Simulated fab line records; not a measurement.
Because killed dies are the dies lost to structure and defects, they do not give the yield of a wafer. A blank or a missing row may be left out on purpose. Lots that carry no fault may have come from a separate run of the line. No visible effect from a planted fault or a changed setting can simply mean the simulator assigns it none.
Matching of chambers    flow sky130    SKY_VIA2_ETCH_14 on rie-diel-03 has 4 sister chambers
The step etches BARC in N2/H2, stops on SiO2, time 45.9 s, target depth 60 nm. 8 wafers are shown with their chamber, then 9 later ones without.

WAFERS WITH THEIR CHAMBER
wafer   chamber  drypump-motor-current-A (A)  oes-product-au (a.u.)
L077.6  0        5.1                          0.859
L082.4  1        5.0                          0.855
L085.1  0        5.1                          0.849
L085.2  3        5.3                          0.858
L085.3  1        5.0                          0.850
L085.4  2        5.8                          0.855
L085.5  2        5.7                          0.850
L085.6  3        5.3                          0.860

WAFERS WHOSE CHAMBER IS MISSING
wafer   drypump-motor-current-A (A)  oes-product-au (a.u.)
L089.4  5.3                          0.852
L089.5  5.8                          0.858
L089.6  5.0                          0.855
L093.3  5.7                          0.853
L093.5  5.3                          0.851
L093.6  5.8                          0.855
L094.2  5.1                          0.851
L094.3  5.2                          0.854
L094.4  5.0                          0.854

EACH ONE'S CHAMBER
wafer   from the rows above      in truth
L089.4  3                        3
L089.5  2                        2
L089.6  1                        1
L093.3  2                        2
L093.5  3                        3
L093.6  2                        2
L094.2  0                        0
L094.3  can't be placed: 0 or 3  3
L094.4  1                        1
Correctly placed: 8 of 9. Unplaceable from these rows: 1, with the true chamber sitting among the candidates in 1. Number placed wrongly: 0.
How it was worked out, from the rows above alone: a wafer's distance from a chamber is the root of the sum, over the readings, of the square of ((its reading less the chamber's mean) divided by the reading's scatter). The wafer belongs to the nearest chamber; if the next one is less than 2 further off, it can't be placed. Each chamber's mean is taken over the wafers shown for it. How the scatter is found: for the shown wafers, subtract from each reading the mean of its chamber, square and add these, divide the total by (wafers less chambers), then take the root.
